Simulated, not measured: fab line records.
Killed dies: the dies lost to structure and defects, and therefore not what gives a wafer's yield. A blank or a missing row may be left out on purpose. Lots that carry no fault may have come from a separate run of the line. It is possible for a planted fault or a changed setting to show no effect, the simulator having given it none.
Which tool is to blame?	flow gf180mcu	12 lots with 36 wafers sampled at 5 steps, on a route of 602 steps

== WHAT THE GAUGES SHOWED, per wafer ==
GF_STI_THK_MEAS_22. Usual: STI_OXIDATION_01_THK typically reads 14.83 nm, with standard deviation 0.24.
lot	measured	on	STI_OXIDATION_01_THK (nm)	flag
L955	day 2 08:40	film_metro-01	15.03 15.11 15.22	
L956	day 2 13:59	film_metro-04	14.59 14.53 14.53	
L957	day 2 18:39	film_metro-04	14.70 14.44 14.54	
L958	day 3 00:32	film_metro-01	14.74 14.83 14.78	
L959	day 3 06:58	film_metro-01	14.51 14.65 14.46	
L967	day 4 22:07	film_metro-04	15.20 15.19 15.39	
L969	day 5 10:21	film_metro-01	14.94 14.98 14.95	
L970	day 5 13:35	film_metro-04	14.69 14.36 14.62	
L971	day 5 19:31	film_metro-01	14.74 14.97 14.77	
L972	day 6 00:49	film_metro-04	14.79 14.79 14.81	
L975	day 6 17:20	film_metro-01	14.88 14.82 14.95	
L977	day 7 03:23	film_metro-04	15.06 15.15 15.12	

GF_HV_LDD_RS_MEAS_53: the measuring method here is four-point-probe. Usual: HV_LDD_RS typically reads 418.7 ohm/sq, with standard deviation 0.95.
lot	measured	on	HV_LDD_RS (ohm/sq)	flag
L955	day 12 16:41	film_metro-02	418.3 417.5 418.6	
L956	day 12 21:43	film_metro-03	417.9 418.6 418.9	
L957	day 13 14:46	film_metro-03	423.3 422.3 422.9 423.3 422.1 423.7	OFF
L958	day 13 19:25	film_metro-03	425.7 424.9 423.2 424.9 424.4 423.1	OFF
L959	day 14 01:16	film_metro-04	419.2 418.0 419.0	
L967	day 16 20:13	film_metro-03	417.9 419.5 418.4	
L969	day 17 18:46	film_metro-02	417.5 418.2 419.0	
L970	day 17 18:56	film_metro-03	418.1 417.9 418.3	
L971	day 18 06:10	film_metro-03	419.2 418.7 418.6	
L972	day 18 14:19	film_metro-03	416.8 417.9 418.1	
L975	day 19 12:20	film_metro-03	419.0 418.5 417.7	
L977	day 20 02:10	film_metro-02	418.4 419.9 419.6	

GF_CONTACT_RS_MEAS_25: the measuring method here is four-point-probe. Usual: CONTACT_W_RS typically reads 0.382 ohm/sq, with standard deviation 0.0037.
lot	measured	on	CONTACT_W_RS (ohm/sq)	flag
L955	day 16 10:33	film_metro-02	0.379 0.377 0.376	
L956	day 16 17:36	film_metro-03	0.389 0.388 0.385	
L957	day 17 09:52	film_metro-03	0.382 0.383 0.384	
L958	day 17 16:51	film_metro-02	0.389 0.390 0.393	
L959	day 18 00:03	film_metro-04	0.376 0.382 0.380	
L967	day 21 01:01	film_metro-04	0.379 0.380 0.380	
L969	day 22 00:07	film_metro-04	0.381 0.383 0.383	
L970	day 22 00:29	film_metro-04	0.375 0.379 0.377	
L971	day 22 11:28	film_metro-04	0.379 0.380 0.378	
L972	day 22 20:14	film_metro-04	0.379 0.382 0.384	
L975	day 23 17:25	film_metro-02	0.383 0.380 0.384	
L977	day 24 05:23	film_metro-03	0.389 0.381 0.383	

== EACH LOT AND THE TOOL THAT RAN IT (in order: tool; ch and the chambers of the sampled wafers; start) ==
lot	GF_HV_LDD_IMPLANT_09	GF_HV_LDD_CVD_54
L955	implanter-02 ch 0, day 10 07:01	lpcvd-02 ch 1, day 12 16:49
L956	implanter-02 ch 0, day 10 12:54	lpcvd-01 ch 0, day 12 21:50
L957	implanter-02 ch 0, day 11 02:25	lpcvd-01 ch 1, day 13 17:22
L958	implanter-02 ch 0, day 11 07:53	lpcvd-02 ch 0, day 14 10:55
L959	implanter-03 ch 0, day 11 12:53	lpcvd-02 ch 0, day 14 01:23
L967	implanter-03 ch 0, day 14 02:35	lpcvd-02 ch 1, day 16 20:18
L969	implanter-02 ch 0, day 14 22:28	lpcvd-01 ch 1, day 17 18:53
L970	implanter-03 ch 0, day 14 22:55	lpcvd-02 ch 0, day 17 19:34
L971	implanter-01 ch 0, day 15 08:14	lpcvd-02 ch 1, day 18 06:17
L972	implanter-02 ch 0, day 15 15:37	lpcvd-01 ch 1, day 18 14:25
L975	implanter-02 ch 0, day 16 12:07	lpcvd-02 ch 1, day 19 12:26
L977	implanter-02 ch 0, day 17 02:49	lpcvd-02 ch 0, day 20 02:17
- GF_HV_LDD_IMPLANT_09
- GF_HV_LDD_CVD_54: deposits SiO2 from TEOS, target thk 10 nm, time 75 s.

== AS READ BY THE TOOLS THEMSELVES (means over the sampled wafers that have a number; for cases with no such wafer, the mark the record gives instead) ==
GF_HV_LDD_IMPLANT_09. Usual: beam_on_s 9.97 s, standard deviation 0.2; dose_ions_cm2 1e+14, standard deviation 1.1e+11.
lot	tool	beam_on_s (s)	dose_ions_cm2	flag
L955	implanter-02	9.94	1e+14	
L956	implanter-02	10.02	1e+14	
L957	implanter-02	9.89	1e+14	
L958	implanter-02	9.99	1e+14	
L959	implanter-03	10.07	1e+14	
L967	implanter-03	10.12	1e+14	
L969	implanter-02	10.13	1e+14	
L970	implanter-03	9.89	1e+14	
L971	implanter-01	9.99	1e+14	
L972	implanter-02	10.04	1e+14	
L975	implanter-02	9.90	1e+14	
L977	implanter-02	9.92	1e+14	

GF_HV_LDD_CVD_54. Usual: zone_power_upper_pct at 11.2 %, with a standard deviation of 1.1.
lot	tool	zone_power_upper_pct (%)	flag
L955	lpcvd-02	10.1	
L956	lpcvd-01	13.0	
L957	lpcvd-01	10.6	
L958	lpcvd-02	11.1	
L959	lpcvd-02	11.0	
L967	lpcvd-02	10.0	
L969	lpcvd-01	10.4	
L970	lpcvd-02	11.0	
L971	lpcvd-02	10.0	
L972	lpcvd-01	10.6	
L975	lpcvd-02	10.1	
L977	lpcvd-02	11.0	

== THE ANSWER, worked out from the rows above alone ==
Rule: take the mean of a lot's wafers that have a number; if it is more than 3 standard deviations from the usual mean, the lot is off. Also off: a lot with no number at a reading for which 4 or more lots have one. Where the step has rows for the other lots, those lots are counted as sound. After the gauges, taken in route order, come the tools' own readings; for these a lot's mean is taken, as printed above. The first step at which some lot is off is used, and at that step the reading that is off furthest; a lot without a number counts as furthest.
Off: at GF_HV_LDD_RS_MEAS_53 (HV_LDD_RS), L957, L958.
A tool fits if, at a process step before that reading, it ran every lot that is off, and no sound lot after the first of them. Gauges at GF_HV_LDD_RS_MEAS_53: tried the same way as those tools. Of those tried, none fits.

== WHAT THE SIMULATOR HAD PUT IN ==
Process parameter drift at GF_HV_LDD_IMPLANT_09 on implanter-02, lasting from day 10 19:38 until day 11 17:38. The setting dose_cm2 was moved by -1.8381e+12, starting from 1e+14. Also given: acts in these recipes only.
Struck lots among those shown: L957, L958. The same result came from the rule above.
